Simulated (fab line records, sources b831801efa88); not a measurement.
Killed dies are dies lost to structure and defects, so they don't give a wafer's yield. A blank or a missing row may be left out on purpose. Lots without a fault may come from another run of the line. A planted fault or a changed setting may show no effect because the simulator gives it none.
Which tool did it? | flow gf180mcu | 12 lots, 36 wafers sampled, at 5 steps of a route of 602

WHAT THE GAUGES READ, wafer by wafer
GF_TOP_METAL_THK_MEAS_06: measures by xrf. Usual: TOP_METAL_ALCU_THK 922 nm, standard deviation 9.5.
lot  | measured     | on            | TOP_METAL_ALCU_THK (nm) | flag
L212 | day 27 03:25 | film_metro-03 | 919 916 920             |
L216 | day 28 18:54 | film_metro-01 | 914 912 913             |
L217 | day 28 21:19 | film_metro-01 | 912 921 913             |
L219 | day 29 13:01 | film_metro-04 | 920 920 925             |
L220 | day 29 17:38 | film_metro-04 | 921 934 939             |
L226 | day 31 11:03 | film_metro-03 | 981 997 983             | OFF
L227 | day 32 00:55 | film_metro-03 | 984 993 967             | OFF
L229 | day 32 12:16 | film_metro-01 | 970 945 943             | OFF
L232 | day 33 01:26 | film_metro-01 | 923 944 939             |
L233 | day 33 02:10 | film_metro-04 | 928 914 932             |
L234 | day 33 10:32 | film_metro-01 | 912 925 912             |
L235 | day 33 13:08 | film_metro-03 | 934 922 925             |

WHICH TOOL RAN EACH LOT (tool, then ch and the chambers of the sampled wafers, then the start)
lot  | GF_V4_CMP_26                  | GF_MIM_SPUTTER_01            | GF_V5_CVD_02                    | GF_TOP_METAL_SPUTTER_04
L212 | cmp-02 ch 0,2,3, day 24 05:57 | pvd_sputter-02, day 24 06:15 | pecvd-01 ch 1,2, day 26 03:43   | pvd_sputter-03, day 27 03:15
L216 | cmp-01 ch 0,1, day 25 23:53   | pvd_sputter-02, day 26 00:17 | pecvd-04 ch 1,2, day 27 19:49   | pvd_sputter-01, day 28 18:44
L217 | cmp-01 ch 1,2,3, day 26 03:47 | pvd_sputter-03, day 26 04:11 | pecvd-04 ch 0,1,2, day 27 23:32 | pvd_sputter-01, day 28 21:10
L219 | cmp-01 ch 0,1,3, day 26 22:32 | pvd_sputter-03, day 26 22:53 | pecvd-01 ch 0,2, day 28 16:02   | pvd_sputter-03, day 29 12:52
L220 | cmp-02 ch 0,1, day 27 02:51   | pvd_sputter-02, day 27 03:12 | pecvd-04 ch 1,2, day 28 20:37   | pvd_sputter-03, day 29 17:29
L226 | cmp-01 ch 1,2, day 28 23:49   | pvd_sputter-01, day 29 00:10 | pecvd-04 ch 0,1,2, day 30 14:44 | pvd_sputter-04, day 31 10:54
L227 | cmp-02 ch 0,1,3, day 29 15:58 | pvd_sputter-02, day 29 16:19 | pecvd-01 ch 0,1,2, day 31 05:47 | pvd_sputter-03, day 32 00:46
L229 | cmp-01 ch 0,2,3, day 30 03:08 | pvd_sputter-02, day 30 03:29 | pecvd-04 ch 0,1,2, day 31 17:04 | pvd_sputter-03, day 32 12:06
L232 | cmp-01 ch 0,1,3, day 30 18:20 | pvd_sputter-02, day 30 18:41 | pecvd-02 ch 0,2, day 32 06:18   | pvd_sputter-03, day 33 01:17
L233 | cmp-01 ch 0,2, day 30 19:11   | pvd_sputter-03, day 30 19:35 | pecvd-02 ch 0,1,2, day 32 07:06 | pvd_sputter-04, day 33 02:01
L234 | cmp-02 ch 0,2,3, day 31 04:31 | pvd_sputter-03, day 31 04:49 | pecvd-04 ch 0,1,2, day 32 16:27 | pvd_sputter-04, day 33 10:22
L235 | cmp-01 ch 1,2,3, day 31 06:41 | pvd_sputter-03, day 31 06:59 | pecvd-01 ch 0,1,2, day 32 18:46 | pvd_sputter-04, day 33 12:59
- GF_V4_CMP_26: polishes, stops on SiO2, t overpolish 15 s, target thk 0 nm.
- GF_MIM_SPUTTER_01: material TiN, target thk 30 nm, time 25 s.
- GF_V5_CVD_02: deposits SiO2 from TEOS, target thk 1450 nm, time 163.28 s.
- GF_TOP_METAL_SPUTTER_04: material TiN, target thk 25 nm, time 20.8 s.

WHAT THE TOOLS THEMSELVES READ (means of the sampled wafers that have a number; where no wafer has one, the mark that the record gives instead)
GF_V4_CMP_26. Usual: motor_current_A 10.7 A, standard deviation 1.3; overpolish_run_s 14.999 s, standard deviation 0.0086; slurry_flow_ml_min 149.9, standard deviation 0.45; time_to_endpoint_s 86 s, standard deviation 4.4.
lot  | tool   | motor_current_A (A) | overpolish_run_s (s) | slurry_flow_ml_min | time_to_endpoint_s (s) | flag
L212 | cmp-02 | 12.2                | 15.001               | 149.5              | 79                     |
L216 | cmp-01 | 9.9                 | 14.997               | 150.1              | 82                     |
L217 | cmp-01 | 9.9                 | 14.990               | 150.2              | 81                     |
L219 | cmp-01 | 10.0                | 15.001               | 149.7              | 87                     |
L220 | cmp-02 | 9.8                 | 15.004               | 149.6              | 81                     |
L226 | cmp-01 | 9.6                 | 15.008               | 150.3              | 83                     |
L227 | cmp-02 | 11.4                | 15.006               | 149.8              | 84                     |
L229 | cmp-01 | 10.4                | 15.001               | 149.8              | 89                     |
L232 | cmp-01 | 10.2                | 14.999               | 149.9              | 90                     |
L233 | cmp-01 | 10.4                | 14.993               | 149.7              | 91                     |
L234 | cmp-02 | 12.1                | 15.005               | 149.8              | 92                     |
L235 | cmp-01 | 10.0                | 14.999               | 150.0              | 87                     |

GF_MIM_SPUTTER_01. Usual: cathode_dc_power_W 6500.0 W, standard deviation 1.2; chamber_pressure_pa 0.3999 Pa, standard deviation 0.00073; throttle_valve_pct 30.0 %, standard deviation 1.2.
lot  | tool           | cathode_dc_power_W (W) | chamber_pressure_pa (Pa) | throttle_valve_pct (%) | flag
L212 | pvd_sputter-02 | 6499.6                 | 0.4001                   | 29.7                   |
L216 | pvd_sputter-02 | 6499.7                 | 0.3998                   | 30.8                   |
L217 | pvd_sputter-03 | 6499.7                 | 0.3995                   | 28.7                   |
L219 | pvd_sputter-03 | 6501.0                 | 0.3995                   | 28.9                   |
L220 | pvd_sputter-02 | 6500.9                 | 0.4004                   | 31.4                   |
L226 | pvd_sputter-01 | 6500.4                 | 0.4012                   | 30.1                   |
L227 | pvd_sputter-02 | 6499.3                 | 0.4002                   | 30.2                   |
L229 | pvd_sputter-02 | 6500.1                 | 0.3996                   | 29.8                   |
L232 | pvd_sputter-02 | 6500.7                 | 0.4003                   | 31.4                   |
L233 | pvd_sputter-03 | 6500.5                 | 0.4004                   | 29.7                   |
L234 | pvd_sputter-03 | 6499.1                 | 0.3997                   | 29.6                   |
L235 | pvd_sputter-03 | 6500.4                 | 0.3999                   | 29.2                   |

GF_V5_CVD_02. Usual: heater_power_w 654 W, standard deviation 120.
lot  | tool     | heater_power_w (W) | flag
L212 | pecvd-01 | 597                |
L216 | pecvd-04 | 717                |
L217 | pecvd-04 | 689                |
L219 | pecvd-01 | 870                |
L220 | pecvd-04 | 673                |
L226 | pecvd-04 | 668                |
L227 | pecvd-01 | 753                |
L229 | pecvd-04 | 694                |
L232 | pecvd-02 | 676                |
L233 | pecvd-02 | 650                |
L234 | pecvd-04 | 623                |
L235 | pecvd-01 | 702                |

GF_TOP_METAL_SPUTTER_04. Usual: cathode_dc_power_W 6499.8 W, standard deviation 1.3; chamber_pressure_pa 0.4000 Pa, standard deviation 0.00079; throttle_valve_pct 29.5 %, standard deviation 0.75.
lot  | tool           | cathode_dc_power_W (W) | chamber_pressure_pa (Pa) | throttle_valve_pct (%) | flag
L212 | pvd_sputter-03 | 6501.0                 | 0.4004                   | 29.6                   |
L216 | pvd_sputter-01 | 6499.0                 | 0.4005                   | 30.2                   |
L217 | pvd_sputter-01 | 6499.2                 | 0.3997                   | 29.9                   |
L219 | pvd_sputter-03 | 6498.5                 | 0.3996                   | 29.8                   |
L220 | pvd_sputter-03 | 6500.1                 | 0.4003                   | 29.4                   |
L226 | pvd_sputter-04 | -                      | -                        | -                      | OFF
L227 | pvd_sputter-03 | -                      | -                        | -                      | OFF
L229 | pvd_sputter-03 | -                      | -                        | -                      | OFF
L232 | pvd_sputter-03 | 6500.5                 | 0.4002                   | 29.8                   |
L233 | pvd_sputter-04 | 6500.3                 | 0.3999                   | 29.4                   |
L234 | pvd_sputter-04 | 6500.1                 | 0.4002                   | 29.8                   |
L235 | pvd_sputter-04 | 6498.9                 | 0.4006                   | 29.3                   |

THE ANSWER, worked out from the rows above alone
Rule: a lot is off if the mean of its wafers that have a number lies more than 3 standard deviations from the usual mean. A lot without any number at a reading at which 4 lots or more have one is off too. The other lots that the step has rows for count as sound. The gauges are gone through in route order, then the tools' own readings, and for those a lot's mean is taken as printed above. The first step at which some lot is off is used, and at that step the reading that is off furthest; a lot without a number counts as furthest.
Off: L226, L227, L229, at GF_TOP_METAL_THK_MEAS_06 (TOP_METAL_ALCU_THK).
A tool fits if, at a process step before that reading, it ran every lot that is off, and no sound lot after the first of them. The gauges at GF_TOP_METAL_THK_MEAS_06 aren't tried: what is off there is off at GF_TOP_METAL_SPUTTER_04 too, on other tools, and a gauge's error can't cause that. None of those tried fits.

WHAT THE SIMULATOR HAD PUT IN
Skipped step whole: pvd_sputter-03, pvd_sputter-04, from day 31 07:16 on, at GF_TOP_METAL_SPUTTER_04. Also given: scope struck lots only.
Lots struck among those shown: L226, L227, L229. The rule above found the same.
